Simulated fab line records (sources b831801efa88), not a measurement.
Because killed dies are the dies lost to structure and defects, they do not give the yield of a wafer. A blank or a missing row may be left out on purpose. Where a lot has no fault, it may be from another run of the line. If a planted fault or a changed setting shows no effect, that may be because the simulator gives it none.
A struck lot beside a sound one | flow sky130 | 38 steps out of a route of 708
Sound: wafers L293.1, L293.2, L293.4. Wafers L313.1, L313.4, L313.6 were the ones struck. Last of all comes the cause.
At each step with rows: each side's tool, then ch and its chambers, then its first start. Under that, the readings that differ: sound wafers | struck wafers | difference of the means | sigmas: that difference in standard deviations of wafers without a fault.
alike: a reading whose means differ by less than 2 such deviations, as well as words and numbers matching on both sides. not compared: withheld readings; readings where some wafer has no value; bounds like >300 that might hide an equal value; numbers whose values overlap and for which the record gives no deviation.
A row with sigmas, a row that says differs or no value, or rows on one side alone: a step with any of these is where the two part. When numbers do not overlap yet have no deviation, they are printed without sigmas and do not part them. A reading that every wafer of one side lacks parts them only if that side has two wafers or more.

first, 9 steps without rows for these wafers: SKY_VIA3_SPUTTER_20 (material TiN, target thk 20 nm, time 80 s); SKY_VIA3_CVD_21 (deposits W, target thk 390 nm, time 117.31 s); SKY_VIA3_CMP_24 (polishes, stops on SiO2, t overpolish 20 s, target thk 0 nm); SKY_METAL4_SPUTTER_00 (material Ti, target thk 15 nm, time 10 s); SKY_METAL4_SPUTTER_01 (material TiN, target thk 20 nm, time 17.31 s); SKY_METAL4_SPUTTER_02 (material AlCu, target thk 735 nm, time 39.1 s); SKY_METAL4_SPUTTER_03 (material Ti, target thk 5 nm, time 3.3 s); SKY_METAL4_SPUTTER_04 (material TiN, target thk 70 nm, time 58.3 s); SKY_CAP2M_CVD_00 (deposits SiO2, target thk 15.5 nm).
SKY_CAP2M_SPUTTER_02: material TiN, target thk 200 nm, time 166.7 s.
  sound on pvd sputter-04 at day 39 17:01; struck on pvd sputter-01 at day 46 03:03
  reading                                   | sound             | struck            | difference | sigmas
  model.TiN_of_CAP2M_SPUTTER_02.thk nm (nm) | 204.8 203.9 200.6 | 285.5 283.5 284.9 | +81.5      |
  alike: throttle valve pct
SKY_CAP2M_RS_MEAS_03: measurement is done with a four-point probe.
  sound on film metro-04 at day 39 17:07; struck on film metro-04 at day 46 03:10
  reading               | sound          | struck         | difference | sigmas
  CAP2M_TIN_RS (ohm/sq) | 6.75 6.78 6.91 | 4.81 4.85 4.83 | -1.98      | -23
SKY_CAP2M_THK_MEAS_04: measures by xrf.
  sound on film metro-04 at day 39 17:14; struck on film metro-04 at day 46 03:17
  reading            | sound             | struck            | difference | sigmas
  CAP2M_TIN_THK (nm) | 207.2 206.7 202.4 | 290.5 288.0 290.0 | +84.1      | +31
then, 7 steps without rows for these wafers: SKY_CAP2M_DEHYDRATE_05 (time 60 s); SKY_CAP2M_HMDS_06 (prime time 60 s); SKY_CAP2M_COAT_07 (resist thk 1140 nm); SKY_CAP2M_SOFTBAKE_08 (time 60 s); SKY_CAP2M_EXPOSE_09 (exposes mask CAP2M, target cd 1000 nm); SKY_CAP2M_PEB_10; SKY_CAP2M_DEVELOP_11 (develop time 60 s).
SKY_CAP2M_METAL_ETCH_13: etches TiN in Cl2/BCl3, stops on SiO2, target depth 220 nm, time 62.9 s.
  sound on rie metal-03 ch 0,1, day 40 17:52; struck on rie metal-01 ch 0, day 46 23:13
  reading                | sound                | struck               | difference | sigmas
  mfc cl2 sccm (sccm)    | 60.26 60.06 60.02    | 59.79 59.90 59.68    | -0.32      | -2
  oes product au (a.u.)  | 0.950 0.953 0.937    | 1.007 1.010 1.014    | +0.064     | +7
  throttle valve pct (%) | 21.440 21.439 21.466 | 21.398 21.401 21.421 | -0.042     | -4
  alike: drypump motor current A
  not compared: rf hours counter h
then, 16 steps without rows for these wafers: SKY_CAP2M_STRIP_14 (strips in O2/N2); SKY_CAP2M_STRIP_15 (strips in post etch residue remover, time 1200 s); SKY_CAP2M_CLEAN_16 (cleans in IPA, time 180 s); SKY_CAP2M_CLEAN_17 (cleans in O3/DIW); SKY_METAL4_DEHYDRATE_05 (time 60 s); SKY_METAL4_HMDS_06 (prime time 60 s); SKY_METAL4_COAT_07 (resist thk 60 nm); SKY_METAL4_COAT_08 (resist thk 1140 nm); SKY_METAL4_SOFTBAKE_09 (time 90 s); SKY_METAL4_EXPOSE_10 (exposes mask MM4, target cd 300 nm); SKY_METAL4_PEB_11; SKY_METAL4_DEVELOP_12 (develop time 59.19 s); SKY_METAL4_DESCUM_15 (chemistry O2, time 8 s); SKY_METAL4_ETCH_16 (etches BARC in N2/H2, stops on SiO2, time 88.2 s, target depth 60 nm); SKY_METAL4_ETCH_17 (etches SiO2 in C4F8/O2/Ar, stops on TiN, time 3.9 s, target depth 15 nm); SKY_METAL4_METAL_ETCH_18 (etches the open film in Cl2/BCl3, stops on SiO2, target depth 845 nm, time 183.1 s).
SKY_METAL4_STRIP_20: strips in post etch residue remover, time 1200 s.
  sound on wet bench-02 ch 0, day 41 18:55; struck on wet bench-03 ch 1, day 47 16:23
  reading                                   | sound           | struck            | difference | sigmas
  model.TiN_of_CAP2M_SPUTTER_02.thk nm (nm) | 204 203.1 199.8 | 284.7 282.6 284.1 | +81.5      |
  alike: bath guard temp C
-- the record jumps here: 3 days lie between the struck wafers' starts before and after (it left off in module METAL4 and takes up again in module PAD_OPEN, whose first step shown is number 708 of the route) --
SKY_PAD_OPEN_PROBE_99:
  sound on prober-02 at day 45 17:34; struck on prober-02 at day 50 20:02
  reading                               | sound                 | struck            | difference | sigmas
  model.etest.tester.sort n pass        | 410 405 405           | 0 0 0             | -407       |
  model.etest.tester.sort yield pct (%) | 83.33 82.32 82.32     | 0 0 0             | -83        |
  model.etest.tester.sort_bin_4_pct (%) | 0 0 0                 | 72.75 76.98 83.96 | +77.90     |
  model.etest.met4.line ohm um          | 0.147 0.1384 0.1443   | 61.65 67.7 64.76  | +64.56     |
  model.etest.via4 chain.rc ohm         | 0.7858 0.8215 0.7882  | 49.31 52.36 50.77 | +50.01     |
  model.etest.met4.rs ohm sq            | 0.0436 0.04294 0.0435 | 19.21 20.59 19.67 | +19.78     |
  model.etest.tester.sort_bin_3_pct (%) | 0.6098 0.6098 0.813   | 9.366 7.974 3.44  | +6.249     |
  model.etest.cap mim2.plate ohm sq     | 5.827 5.835 6.022     | 4.222 4.247 4.187 | -1.676     |
  alike: defect limited yield, killed_at_M0_to_M3, killed_at_M4_up, killed at contacts, killed at front end, killed at other, killed dies, killed open, killed short

== WHERE THEY PART ==
Last at SKY_CAP2M_METAL_ETCH_13 as far as this record goes, first at SKY_CAP2M_RS_MEAS_03. Later steps at which nothing parts them and some readings are alike: SKY_METAL4_STRIP_20, SKY_PAD_OPEN_PROBE_99.

WHY: what the simulator had put in
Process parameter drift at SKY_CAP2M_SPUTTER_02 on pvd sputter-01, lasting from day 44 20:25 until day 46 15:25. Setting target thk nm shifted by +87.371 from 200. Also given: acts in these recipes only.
